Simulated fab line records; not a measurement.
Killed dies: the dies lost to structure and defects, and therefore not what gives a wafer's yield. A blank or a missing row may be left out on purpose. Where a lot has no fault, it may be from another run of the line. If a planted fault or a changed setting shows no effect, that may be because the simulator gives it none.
fab line records / flow sky130
[record] lots = 14 wafers = 42 last_day = 50
route steps=708 shown SONOS_ONO@169 LDD_LDN@297 LI_CONTACT@374 PAD_OPEN@708
lots untouched by any fault: they come from a run of this same line in which no faults occurred
start_h: start of the lot's first displayed wafer, in hours after the record's first day / wait_h: hours since the lot's step before / " the same as in the row above / L1.1+2: one row covering several wafers at once / - no value present, or no start provided / * or withheld: withheld / < > ~ a bound
route shown NAME@n: a module of which the file shows steps, and the number in the route of the first / usual: the fault-free wafers' mean and standard deviation / same: alike in all rows / chamber/n: place in a boat / sites: the reading at each site / _std_site: their standard deviation / _edge_site: the outer-site mean with the inner-site mean subtracted / radius_mm: how far each site lies from the wafer's centre / mask NAME#n: copy n / behind: the last tool/chamber to shape the wafer / hold: the reason the lot was held/the length of the hold in hours/how it ended / device: the n, p or np transistor that did not switch / end of line: tests of these same wafers at the route's end / for a step that has no rows: nothing shown but its recipe / killed: not the wafer's yield, but the dies lost to structure and defects at the first sort / map: a wafer's dies, x killed, . not, _ none there
set.NAME: setting as actually run; set.NAME@STEP: the setting as run at that earlier step / model.NAME: the simulator's own value behind a step, which no gauge read
steps of the route over a sample of lots; a table a step, a row a wafer
services: when a tool's chamber went out of use (start_h, in hours from the record's first day, below 0 if earlier), for how many hours, and the reason
[[steps]]
[step SKY_SONOS_ONO_THK_MEAS_01]
[recipe] reads = SiO2_of_SONOS_ONO_OXIDATION_00
[usual] SONOS_ONO_OXIDATION_THK = 2.60/0.076
lot.wafer=L699.3 tool=film_metro-01 chamber=- start_h=260.32 wait_h=0.0 SONOS_ONO_OXIDATION_THK[nm]=2.62
lot.wafer=L699.4 tool=film_metro-01 chamber=- start_h=260.32 wait_h=0.0 SONOS_ONO_OXIDATION_THK[nm]=2.56
lot.wafer=L699.5 tool=film_metro-01 chamber=- start_h=260.32 wait_h=0.0 SONOS_ONO_OXIDATION_THK[nm]=2.59
lot.wafer=L700.2 tool=film_metro-04 chamber=- start_h=266.37 wait_h=0.0 SONOS_ONO_OXIDATION_THK[nm]=2.65
lot.wafer=L700.5 tool=film_metro-04 chamber=- start_h=266.37 wait_h=0.0 SONOS_ONO_OXIDATION_THK[nm]=2.57
lot.wafer=L700.6 tool=film_metro-04 chamber=- start_h=266.37 wait_h=0.0 SONOS_ONO_OXIDATION_THK[nm]=2.53
lot.wafer=L702.1 tool=film_metro-04 chamber=- start_h=283.05 wait_h=0.0 SONOS_ONO_OXIDATION_THK[nm]=2.50
lot.wafer=L702.2 tool=film_metro-04 chamber=- start_h=283.05 wait_h=0.0 SONOS_ONO_OXIDATION_THK[nm]=2.46
lot.wafer=L702.4 tool=film_metro-04 chamber=- start_h=283.05 wait_h=0.0 SONOS_ONO_OXIDATION_THK[nm]=2.48
lot.wafer=L703.1 tool=film_metro-01 chamber=- start_h=289.53 wait_h=0.0 SONOS_ONO_OXIDATION_THK[nm]=2.58
lot.wafer=L703.4 tool=film_metro-01 chamber=- start_h=289.53 wait_h=0.0 SONOS_ONO_OXIDATION_THK[nm]=2.54
lot.wafer=L703.5 tool=film_metro-01 chamber=- start_h=289.53 wait_h=0.0 SONOS_ONO_OXIDATION_THK[nm]=2.62
lot.wafer=L704.1 tool=film_metro-04 chamber=- start_h=297.76 wait_h=0.0 SONOS_ONO_OXIDATION_THK[nm]=2.51
lot.wafer=L704.2 tool=film_metro-04 chamber=- start_h=297.76 wait_h=0.0 SONOS_ONO_OXIDATION_THK[nm]=2.56
lot.wafer=L704.5 tool=film_metro-04 chamber=- start_h=297.76 wait_h=0.0 SONOS_ONO_OXIDATION_THK[nm]=2.57
lot.wafer=L706.1 tool=film_metro-01 chamber=- start_h=311.40 wait_h=0.0 SONOS_ONO_OXIDATION_THK[nm]=2.53
lot.wafer=L706.2 tool=film_metro-01 chamber=- start_h=311.40 wait_h=0.0 SONOS_ONO_OXIDATION_THK[nm]=2.47
lot.wafer=L706.4 tool=film_metro-01 chamber=- start_h=311.40 wait_h=0.0 SONOS_ONO_OXIDATION_THK[nm]=2.56
lot.wafer=L707.1 tool=film_metro-04 chamber=- start_h=329.15 wait_h=0.0 SONOS_ONO_OXIDATION_THK[nm]=2.65
lot.wafer=L707.4 tool=film_metro-04 chamber=- start_h=329.15 wait_h=0.0 SONOS_ONO_OXIDATION_THK[nm]=2.62
lot.wafer=L707.6 tool=film_metro-04 chamber=- start_h=329.15 wait_h=0.0 SONOS_ONO_OXIDATION_THK[nm]=2.55
lot.wafer=L711.1 tool=film_metro-04 chamber=- start_h=350.11 wait_h=0.0 SONOS_ONO_OXIDATION_THK[nm]=2.57
lot.wafer=L711.3 tool=film_metro-04 chamber=- start_h=350.11 wait_h=0.0 SONOS_ONO_OXIDATION_THK[nm]=2.67
lot.wafer=L711.4 tool=film_metro-04 chamber=- start_h=350.11 wait_h=0.0 SONOS_ONO_OXIDATION_THK[nm]=2.60
lot.wafer=L716.3 tool=film_metro-04 chamber=- start_h=398.10 wait_h=0.0 SONOS_ONO_OXIDATION_THK[nm]=2.69
lot.wafer=L716.5 tool=film_metro-04 chamber=- start_h=398.10 wait_h=0.0 SONOS_ONO_OXIDATION_THK[nm]=2.70
lot.wafer=L716.6 tool=film_metro-04 chamber=- start_h=398.10 wait_h=0.0 SONOS_ONO_OXIDATION_THK[nm]=2.70
lot.wafer=L717.1 tool=film_metro-04 chamber=- start_h=400.21 wait_h=0.0 SONOS_ONO_OXIDATION_THK[nm]=2.70
lot.wafer=L717.3 tool=film_metro-04 chamber=- start_h=400.21 wait_h=0.0 SONOS_ONO_OXIDATION_THK[nm]=2.76
lot.wafer=L717.4 tool=film_metro-04 chamber=- start_h=400.21 wait_h=0.0 SONOS_ONO_OXIDATION_THK[nm]=2.72
lot.wafer=L718.1 tool=film_metro-04 chamber=- start_h=413.14 wait_h=0.0 SONOS_ONO_OXIDATION_THK[nm]=2.57
lot.wafer=L718.3 tool=film_metro-04 chamber=- start_h=413.14 wait_h=0.0 SONOS_ONO_OXIDATION_THK[nm]=2.64
lot.wafer=L718.6 tool=film_metro-04 chamber=- start_h=413.14 wait_h=0.0 SONOS_ONO_OXIDATION_THK[nm]=2.67
lot.wafer=L719.1 tool=film_metro-03 chamber=- start_h=420.95 wait_h=0.0 SONOS_ONO_OXIDATION_THK[nm]=2.64
lot.wafer=L719.4 tool=film_metro-03 chamber=- start_h=420.95 wait_h=0.0 SONOS_ONO_OXIDATION_THK[nm]=2.65
lot.wafer=L719.5 tool=film_metro-03 chamber=- start_h=420.95 wait_h=0.0 SONOS_ONO_OXIDATION_THK[nm]=2.65
lot.wafer=L720.2 tool=film_metro-04 chamber=- start_h=426.05 wait_h=0.0 SONOS_ONO_OXIDATION_THK[nm]=2.71
lot.wafer=L720.3 tool=film_metro-04 chamber=- start_h=426.05 wait_h=0.0 SONOS_ONO_OXIDATION_THK[nm]=2.69
lot.wafer=L720.6 tool=film_metro-04 chamber=- start_h=426.05 wait_h=0.0 SONOS_ONO_OXIDATION_THK[nm]=2.69
lot.wafer=L721.3 tool=film_metro-03 chamber=- start_h=430.81 wait_h=0.0 SONOS_ONO_OXIDATION_THK[nm]=2.48
lot.wafer=L721.4 tool=film_metro-03 chamber=- start_h=430.81 wait_h=0.0 SONOS_ONO_OXIDATION_THK[nm]=2.64
lot.wafer=L721.6 tool=film_metro-03 chamber=- start_h=430.81 wait_h=0.0 SONOS_ONO_OXIDATION_THK[nm]=2.54
[step SKY_LDD_LDN_IMPLANT_08]
[recipe] species = As energy_kev = 15 dose_cm2 = 1.25e+13 tilt_deg = withheld rotation_deg = 23
[usual] beam_energy_keV = 15.001/0.0047
lot.wafer=L699.3 tool=implanter-01 chamber=0 start_h=535.55 wait_h=0.1 beam_energy_keV=15.003
lot.wafer=L699.4 tool=implanter-01 chamber=0 start_h=535.55 wait_h=0.1 beam_energy_keV=14.999
lot.wafer=L699.5 tool=implanter-01 chamber=0 start_h=535.55 wait_h=0.1 beam_energy_keV=14.996
lot.wafer=L700.2 tool=implanter-01 chamber=0 start_h=543.67 wait_h=0.0 beam_energy_keV=15.006
lot.wafer=L700.5 tool=implanter-01 chamber=0 start_h=543.67 wait_h=0.0 beam_energy_keV=14.998
lot.wafer=L700.6 tool=implanter-01 chamber=0 start_h=543.67 wait_h=0.0 beam_energy_keV=14.997
lot.wafer=L702.1 tool=implanter-04 chamber=0 start_h=564.87 wait_h=0.0 beam_energy_keV=14.999
lot.wafer=L702.2 tool=implanter-04 chamber=0 start_h=564.87 wait_h=0.0 beam_energy_keV=15.005
lot.wafer=L702.4 tool=implanter-04 chamber=0 start_h=564.87 wait_h=0.0 beam_energy_keV=15.001
lot.wafer=L703.1 tool=implanter-04 chamber=0 start_h=569.30 wait_h=0.0 beam_energy_keV=15.009
lot.wafer=L703.4 tool=implanter-04 chamber=0 start_h=569.30 wait_h=0.0 beam_energy_keV=14.998
lot.wafer=L703.5 tool=implanter-04 chamber=0 start_h=569.30 wait_h=0.0 beam_energy_keV=15.000
lot.wafer=L704.1 tool=implanter-01 chamber=0 start_h=577.53 wait_h=0.0 beam_energy_keV=14.992
lot.wafer=L704.2 tool=implanter-01 chamber=0 start_h=577.53 wait_h=0.0 beam_energy_keV=14.999
lot.wafer=L704.5 tool=implanter-01 chamber=0 start_h=577.53 wait_h=0.0 beam_energy_keV=14.993
lot.wafer=L706.1 tool=implanter-01 chamber=0 start_h=600.50 wait_h=0.0 beam_energy_keV=14.117
lot.wafer=L706.2 tool=implanter-01 chamber=0 start_h=600.50 wait_h=0.0 beam_energy_keV=14.115
lot.wafer=L706.4 tool=implanter-01 chamber=0 start_h=600.50 wait_h=0.0 beam_energy_keV=14.115
lot.wafer=L707.1 tool=implanter-01 chamber=0 start_h=612.52 wait_h=0.0 beam_energy_keV=14.107
lot.wafer=L707.4 tool=implanter-01 chamber=0 start_h=612.52 wait_h=0.0 beam_energy_keV=14.112
lot.wafer=L707.6 tool=implanter-01 chamber=0 start_h=612.52 wait_h=0.0 beam_energy_keV=14.114
lot.wafer=L711.1 tool=implanter-03 chamber=0 start_h=633.70 wait_h=0.0 beam_energy_keV=15.002
lot.wafer=L711.3 tool=implanter-03 chamber=0 start_h=633.70 wait_h=0.0 beam_energy_keV=15.006
lot.wafer=L711.4 tool=implanter-03 chamber=0 start_h=633.70 wait_h=0.0 beam_energy_keV=14.997
lot.wafer=L716.3 tool=implanter-03 chamber=0 start_h=682.92 wait_h=0.1 beam_energy_keV=15.000
lot.wafer=L716.5 tool=implanter-03 chamber=0 start_h=682.92 wait_h=0.1 beam_energy_keV=14.994
lot.wafer=L716.6 tool=implanter-03 chamber=0 start_h=682.92 wait_h=0.1 beam_energy_keV=15.001
lot.wafer=L717.1 tool=implanter-04 chamber=0 start_h=684.55 wait_h=0.0 beam_energy_keV=15.005
lot.wafer=L717.3 tool=implanter-04 chamber=0 start_h=684.55 wait_h=0.0 beam_energy_keV=15.007
lot.wafer=L717.4 tool=implanter-04 chamber=0 start_h=684.55 wait_h=0.0 beam_energy_keV=15.002
lot.wafer=L718.1 tool=implanter-01 chamber=0 start_h=694.10 wait_h=0.0 beam_energy_keV=14.991
lot.wafer=L718.3 tool=implanter-01 chamber=0 start_h=694.10 wait_h=0.0 beam_energy_keV=15.001
lot.wafer=L718.6 tool=implanter-01 chamber=0 start_h=694.10 wait_h=0.0 beam_energy_keV=14.999
lot.wafer=L719.1 tool=implanter-04 chamber=0 start_h=700.68 wait_h=0.0 beam_energy_keV=14.998
lot.wafer=L719.4 tool=implanter-04 chamber=0 start_h=700.68 wait_h=0.0 beam_energy_keV=14.997
lot.wafer=L719.5 tool=implanter-04 chamber=0 start_h=700.68 wait_h=0.0 beam_energy_keV=15.001
lot.wafer=L720.2 tool=implanter-04 chamber=0 start_h=705.67 wait_h=0.0 beam_energy_keV=15.003
lot.wafer=L720.3 tool=implanter-04 chamber=0 start_h=705.67 wait_h=0.0 beam_energy_keV=15.004
lot.wafer=L720.6 tool=implanter-04 chamber=0 start_h=705.67 wait_h=0.0 beam_energy_keV=14.999
lot.wafer=L721.3 tool=implanter-03 chamber=0 start_h=711.22 wait_h=0.1 beam_energy_keV=15.008
lot.wafer=L721.4 tool=implanter-03 chamber=0 start_h=711.22 wait_h=0.1 beam_energy_keV=15.006
lot.wafer=L721.6 tool=implanter-03 chamber=0 start_h=711.22 wait_h=0.1 beam_energy_keV=15.002
[step SKY_LI_CONTACT_CD_MEAS_12]
[recipe] target_cd_nm = 170
[usual] cd_nm = 169.9/1.4
lot.wafer=L699.3 tool=cd_sem-01 chamber=- start_h=685.39 wait_h=- cd_nm=168.2
lot.wafer=L699.4 tool=cd_sem-01 chamber=- start_h=685.39 wait_h=- cd_nm=168.8
lot.wafer=L699.5 tool=cd_sem-01 chamber=- start_h=685.39 wait_h=- cd_nm=168.7
lot.wafer=L700.2 tool=cd_sem-01 chamber=- start_h=693.37 wait_h=- cd_nm=169.2
lot.wafer=L700.5 tool=cd_sem-01 chamber=- start_h=693.37 wait_h=- cd_nm=169.4
lot.wafer=L700.6 tool=cd_sem-01 chamber=- start_h=693.37 wait_h=- cd_nm=169.5
lot.wafer=L702.1 tool=cd_sem-01 chamber=- start_h=712.08 wait_h=- cd_nm=172.8
lot.wafer=L702.2 tool=cd_sem-01 chamber=- start_h=712.08 wait_h=- cd_nm=172.3
lot.wafer=L702.4 tool=cd_sem-01 chamber=- start_h=712.08 wait_h=- cd_nm=171.4
lot.wafer=L703.1 tool=cd_sem-01 chamber=- start_h=716.85 wait_h=- cd_nm=169.4
lot.wafer=L703.4 tool=cd_sem-01 chamber=- start_h=716.85 wait_h=- cd_nm=168.3
lot.wafer=L703.5 tool=cd_sem-01 chamber=- start_h=716.85 wait_h=- cd_nm=167.6
lot.wafer=L704.1 tool=cd_sem-01 chamber=- start_h=726.33 wait_h=- cd_nm=170.1
lot.wafer=L704.2 tool=cd_sem-01 chamber=- start_h=726.33 wait_h=- cd_nm=171.0
lot.wafer=L704.5 tool=cd_sem-01 chamber=- start_h=726.33 wait_h=- cd_nm=171.5
lot.wafer=L706.1 tool=cd_sem-01 chamber=- start_h=746.84 wait_h=- cd_nm=170.9
lot.wafer=L706.2 tool=cd_sem-01 chamber=- start_h=746.84 wait_h=- cd_nm=170.8
lot.wafer=L706.4 tool=cd_sem-01 chamber=- start_h=746.84 wait_h=- cd_nm=170.2
lot.wafer=L707.1 tool=cd_sem-02 chamber=- start_h=758.43 wait_h=- cd_nm=169.6
lot.wafer=L707.4 tool=cd_sem-02 chamber=- start_h=758.43 wait_h=- cd_nm=168.1
lot.wafer=L707.6 tool=cd_sem-02 chamber=- start_h=758.43 wait_h=- cd_nm=168.2
lot.wafer=L711.1 tool=cd_sem-02 chamber=- start_h=776.93 wait_h=- cd_nm=168.0
lot.wafer=L711.3 tool=cd_sem-02 chamber=- start_h=776.93 wait_h=- cd_nm=169.5
lot.wafer=L711.4 tool=cd_sem-02 chamber=- start_h=776.93 wait_h=- cd_nm=167.8
lot.wafer=L716.3 tool=cd_sem-01 chamber=- start_h=822.54 wait_h=- cd_nm=173.4
lot.wafer=L716.5 tool=cd_sem-01 chamber=- start_h=822.54 wait_h=- cd_nm=172.2
lot.wafer=L716.6 tool=cd_sem-01 chamber=- start_h=822.54 wait_h=- cd_nm=172.6
lot.wafer=L717.1 tool=cd_sem-02 chamber=- start_h=825.18 wait_h=- cd_nm=169.0
lot.wafer=L717.3 tool=cd_sem-02 chamber=- start_h=825.18 wait_h=- cd_nm=168.8
lot.wafer=L717.4 tool=cd_sem-02 chamber=- start_h=825.18 wait_h=- cd_nm=169.7
lot.wafer=L718.1 tool=cd_sem-01 chamber=- start_h=834.15 wait_h=- cd_nm=171.0
lot.wafer=L718.3 tool=cd_sem-01 chamber=- start_h=834.15 wait_h=- cd_nm=172.5
lot.wafer=L718.6 tool=cd_sem-01 chamber=- start_h=834.15 wait_h=- cd_nm=171.1
lot.wafer=L719.1 tool=cd_sem-01 chamber=- start_h=838.40 wait_h=- cd_nm=167.8
lot.wafer=L719.4 tool=cd_sem-01 chamber=- start_h=838.40 wait_h=- cd_nm=168.4
lot.wafer=L719.5 tool=cd_sem-01 chamber=- start_h=838.40 wait_h=- cd_nm=168.1
lot.wafer=L720.2 tool=cd_sem-02 chamber=- start_h=844.57 wait_h=- cd_nm=169.0
lot.wafer=L720.3 tool=cd_sem-02 chamber=- start_h=844.57 wait_h=- cd_nm=168.2
lot.wafer=L720.6 tool=cd_sem-02 chamber=- start_h=844.57 wait_h=- cd_nm=169.3
lot.wafer=L721.3 tool=cd_sem-02 chamber=- start_h=846.94 wait_h=- cd_nm=169.0
lot.wafer=L721.4 tool=cd_sem-02 chamber=- start_h=846.94 wait_h=- cd_nm=170.1
lot.wafer=L721.6 tool=cd_sem-02 chamber=- start_h=846.94 wait_h=- cd_nm=167.6
[step SKY_LI_CONTACT_SPUTTER_20]
[recipe] material = TiN target_thk_nm = 20 chamber_pressure_pa = 5 power_w = 4000 time_s = 80
[usual] chamber_pressure_pa = 5.001/0.0096 throttle_valve_pct = 30.5/0.9
lot.wafer=L699.3 tool=pvd_sputter-02 chamber=- start_h=686.18 wait_h=0.0 chamber_pressure_pa=5.016 throttle_valve_pct=32.1
lot.wafer=L699.4 tool=pvd_sputter-02 chamber=- start_h=686.18 wait_h=0.0 chamber_pressure_pa=4.997 throttle_valve_pct=29.6
lot.wafer=L699.5 tool=pvd_sputter-02 chamber=- start_h=686.18 wait_h=0.0 chamber_pressure_pa=5.001 throttle_valve_pct=31.4
lot.wafer=L700.2 tool=pvd_sputter-04 chamber=- start_h=694.00 wait_h=0.0 chamber_pressure_pa=4.993 throttle_valve_pct=30.8
lot.wafer=L700.5 tool=pvd_sputter-04 chamber=- start_h=694.00 wait_h=0.0 chamber_pressure_pa=4.992 throttle_valve_pct=31.1
lot.wafer=L700.6 tool=pvd_sputter-04 chamber=- start_h=694.00 wait_h=0.0 chamber_pressure_pa=4.993 throttle_valve_pct=30.5
lot.wafer=L702.1 tool=pvd_sputter-04 chamber=- start_h=712.91 wait_h=0.0 chamber_pressure_pa=5.003 throttle_valve_pct=29.0
lot.wafer=L702.2 tool=pvd_sputter-04 chamber=- start_h=712.91 wait_h=0.0 chamber_pressure_pa=5.008 throttle_valve_pct=31.2
lot.wafer=L702.4 tool=pvd_sputter-04 chamber=- start_h=712.91 wait_h=0.0 chamber_pressure_pa=5.011 throttle_valve_pct=30.4
lot.wafer=L703.1 tool=pvd_sputter-02 chamber=- start_h=717.51 wait_h=0.0 chamber_pressure_pa=4.984 throttle_valve_pct=29.5
lot.wafer=L703.4 tool=pvd_sputter-02 chamber=- start_h=717.51 wait_h=0.0 chamber_pressure_pa=5.002 throttle_valve_pct=30.0
lot.wafer=L703.5 tool=pvd_sputter-02 chamber=- start_h=717.51 wait_h=0.0 chamber_pressure_pa=5.011 throttle_valve_pct=31.4
lot.wafer=L704.1 tool=pvd_sputter-04 chamber=- start_h=726.98 wait_h=0.0 chamber_pressure_pa=4.996 throttle_valve_pct=31.2
lot.wafer=L704.2 tool=pvd_sputter-04 chamber=- start_h=726.98 wait_h=0.0 chamber_pressure_pa=5.015 throttle_valve_pct=30.6
lot.wafer=L704.5 tool=pvd_sputter-04 chamber=- start_h=726.98 wait_h=0.0 chamber_pressure_pa=4.996 throttle_valve_pct=29.3
lot.wafer=L706.1 tool=pvd_sputter-04 chamber=- start_h=747.50 wait_h=0.0 chamber_pressure_pa=4.997 throttle_valve_pct=31.1
lot.wafer=L706.2 tool=pvd_sputter-04 chamber=- start_h=747.50 wait_h=0.0 chamber_pressure_pa=4.987 throttle_valve_pct=30.7
lot.wafer=L706.4 tool=pvd_sputter-04 chamber=- start_h=747.50 wait_h=0.0 chamber_pressure_pa=4.998 throttle_valve_pct=30.4
lot.wafer=L707.1 tool=pvd_sputter-01 chamber=- start_h=759.08 wait_h=0.0 chamber_pressure_pa=5.005 throttle_valve_pct=30.0
lot.wafer=L707.4 tool=pvd_sputter-01 chamber=- start_h=759.08 wait_h=0.0 chamber_pressure_pa=5.010 throttle_valve_pct=29.7
lot.wafer=L707.6 tool=pvd_sputter-01 chamber=- start_h=759.08 wait_h=0.0 chamber_pressure_pa=4.991 throttle_valve_pct=32.2
lot.wafer=L711.1 tool=pvd_sputter-01 chamber=- start_h=777.60 wait_h=0.0 chamber_pressure_pa=4.994 throttle_valve_pct=29.8
lot.wafer=L711.3 tool=pvd_sputter-01 chamber=- start_h=777.60 wait_h=0.0 chamber_pressure_pa=5.011 throttle_valve_pct=32.2
lot.wafer=L711.4 tool=pvd_sputter-01 chamber=- start_h=777.60 wait_h=0.0 chamber_pressure_pa=5.009 throttle_valve_pct=29.4
lot.wafer=L716.3 tool=pvd_sputter-02 chamber=- start_h=823.17 wait_h=0.0 chamber_pressure_pa=5.013 throttle_valve_pct=30.2
lot.wafer=L716.5 tool=pvd_sputter-02 chamber=- start_h=823.17 wait_h=0.0 chamber_pressure_pa=5.004 throttle_valve_pct=30.1
lot.wafer=L716.6 tool=pvd_sputter-02 chamber=- start_h=823.17 wait_h=0.0 chamber_pressure_pa=5.001 throttle_valve_pct=31.4
lot.wafer=L717.1 tool=pvd_sputter-04 chamber=- start_h=825.83 wait_h=0.0 chamber_pressure_pa=5.009 throttle_valve_pct=30.4
lot.wafer=L717.3 tool=pvd_sputter-04 chamber=- start_h=825.83 wait_h=0.0 chamber_pressure_pa=5.003 throttle_valve_pct=29.0
lot.wafer=L717.4 tool=pvd_sputter-04 chamber=- start_h=825.83 wait_h=0.0 chamber_pressure_pa=4.979 throttle_valve_pct=30.6
lot.wafer=L718.1 tool=pvd_sputter-01 chamber=- start_h=834.80 wait_h=0.0 chamber_pressure_pa=5.011 throttle_valve_pct=29.7
lot.wafer=L718.3 tool=pvd_sputter-01 chamber=- start_h=834.80 wait_h=0.0 chamber_pressure_pa=5.007 throttle_valve_pct=29.9
lot.wafer=L718.6 tool=pvd_sputter-01 chamber=- start_h=834.80 wait_h=0.0 chamber_pressure_pa=4.996 throttle_valve_pct=31.9
lot.wafer=L719.1 tool=pvd_sputter-04 chamber=- start_h=839.07 wait_h=0.0 chamber_pressure_pa=4.992 throttle_valve_pct=30.8
lot.wafer=L719.4 tool=pvd_sputter-04 chamber=- start_h=839.07 wait_h=0.0 chamber_pressure_pa=4.995 throttle_valve_pct=31.3
lot.wafer=L719.5 tool=pvd_sputter-04 chamber=- start_h=839.07 wait_h=0.0 chamber_pressure_pa=5.009 throttle_valve_pct=30.1
lot.wafer=L720.2 tool=pvd_sputter-01 chamber=- start_h=845.22 wait_h=0.0 chamber_pressure_pa=5.000 throttle_valve_pct=29.7
lot.wafer=L720.3 tool=pvd_sputter-01 chamber=- start_h=845.22 wait_h=0.0 chamber_pressure_pa=4.973 throttle_valve_pct=32.2
lot.wafer=L720.6 tool=pvd_sputter-01 chamber=- start_h=845.22 wait_h=0.0 chamber_pressure_pa=4.998 throttle_valve_pct=32.2
lot.wafer=L721.3 tool=pvd_sputter-01 chamber=- start_h=847.57 wait_h=0.0 chamber_pressure_pa=4.999 throttle_valve_pct=30.1
lot.wafer=L721.4 tool=pvd_sputter-01 chamber=- start_h=847.57 wait_h=0.0 chamber_pressure_pa=4.984 throttle_valve_pct=30.0
lot.wafer=L721.6 tool=pvd_sputter-01 chamber=- start_h=847.57 wait_h=0.0 chamber_pressure_pa=4.996 throttle_valve_pct=32.1
[step SKY_PAD_OPEN_PROBE_99]
[usual] killed_at_M0_to_M3 = 44/7.4 killed_at_M4_up = 3.2/1.8 killed_at_contacts = 25/5.2 killed_at_front_end = 15/4.5 killed_at_other = 0.2/0.43 killed_dies = 87/9.6 killed_open = 48/7.6 killed_short = 40/5.7
[same] gross_dies = 492 killed_at_back_side = 0
lot.wafer=L706.1 tool=prober-01 chamber=- start_h=1125.33 wait_h=0.1 killed_at_M0_to_M3=43 killed_at_M4_up=2 killed_at_contacts=25 killed_at_front_end=20 killed_at_other=1 killed_dies=91 killed_open=54 killed_short=37
lot.wafer=L706.2 tool=prober-01 chamber=- start_h=1125.38 wait_h=0.1 killed_at_M0_to_M3=43 killed_at_M4_up=1 killed_at_contacts=18 killed_at_front_end=11 killed_at_other=0 killed_dies=73 killed_open=41 killed_short=32
lot.wafer=L706.4 tool=prober-01 chamber=- start_h=1125.48 wait_h=0.2 killed_at_M0_to_M3=40 killed_at_M4_up=4 killed_at_contacts=17 killed_at_front_end=19 killed_at_other=0 killed_dies=80 killed_open=39 killed_short=41
// killed by level:class
L706.1 VIA1:geometric_particle:open=16 CONTACT:geometric_particle:open=14 POLY_GATE:geometric_particle:short=7 VIA1:geometric_particle:short=7 POLY_GATE:geometric_particle:open=6 VIA2:geometric_particle:open=6 METAL2:geometric_particle:short=5 LI_CONTACT:geometric_particle:open=4
L706.2 VIA1:geometric_particle:open=10 CONTACT:geometric_particle:open=9 VIA2:geometric_particle:open=9 VIA3:geometric_particle:open=6 LI_CONTACT:geometric_particle:short=4 VIA2:geometric_particle:short=4 VIA1:geometric_particle:short=3 POLY_GATE:geometric_particle:short=3
L706.4 VIA2:geometric_particle:open=11 POLY_GATE:geometric_particle:short=9 VIA1:geometric_particle:open=7 FIELD_ISO:geometric_particle:short=5 CONTACT:geometric_particle:open=5 METAL1:geometric_particle:short=5 LI_CONTACT:geometric_particle:open=4 VIA1:geometric_particle:short=4
[[services]]
tool=implanter-03 chamber=- start_h=548.98 hours=1.3 kind=repair
tool=implanter-01 chamber=- start_h=563.70 hours=2.6 kind=repair
tool=implanter-01 chamber=- start_h=587.05 hours=2.6 kind=repair
tool=implanter-03 chamber=- start_h=595.74 hours=2.9 kind=repair
tool=implanter-01 chamber=- start_h=596.14 hours=0.8 kind=repair
tool=implanter-04 chamber=- start_h=603.33 hours=3.3 kind=pm
tool=implanter-03 chamber=- start_h=618.10 hours=1.5 kind=repair
tool=implanter-01 chamber=- start_h=638.60 hours=2.3 kind=repair
tool=pvd_sputter-02 chamber=- start_h=643.95 hours=6.1 kind=repair
tool=pvd_sputter-01 chamber=- start_h=666.98 hours=31.8 kind=repair
tool=implanter-01 chamber=- start_h=683.92 hours=2.6 kind=pm
tool=implanter-03 chamber=- start_h=698.59 hours=5.6 kind=pm
tool=implanter-01 chamber=- start_h=719.06 hours=2.7 kind=repair
tool=implanter-03 chamber=- start_h=721.62 hours=15.0 kind=pm
tool=pvd_sputter-02 chamber=- start_h=727.67 hours=3.9 kind=repair
tool=pvd_sputter-02 chamber=- start_h=761.01 hours=1.1 kind=repair
tool=implanter-04 chamber=- start_h=763.38 hours=1.9 kind=repair
tool=implanter-03 chamber=- start_h=768.09 hours=1.7 kind=repair
tool=implanter-03 chamber=- start_h=774.95 hours=2.0 kind=repair
[[key]]
[first_sign] step = SKY_LDD_LDN_IMPLANT_08 reading = beam_energy_keV direction = down sigmas = 99+ usual = * struck = *
effect none on later readings
met_at SKY_LDD_LDN_IMPLANT_08
struck_lots L706,L707
tester_left_out L706,L707
not_acting_at SKY_SONOS_ONO_THK_MEAS_01,SKY_LI_CONTACT_CD_MEAS_12,SKY_LI_CONTACT_SPUTTER_20
onset_between 577.53 600.50
[fault] kind = process_parameter_drift tool = implanter-01 chamber = - onset_h = 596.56 steps = SKY_LDD_LDN_IMPLANT_08 channel = energy_kev offset = * shape = step end_h = 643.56 acts_in = * stated = *
// tester_left_out: of these lots the tester's yield and bins aren't shown, on N5 and GAA mostly nor the transistor test; their killed dies are dies lost to structure and defects alone, not to doping, threshold or leakage, so they don't give the yield
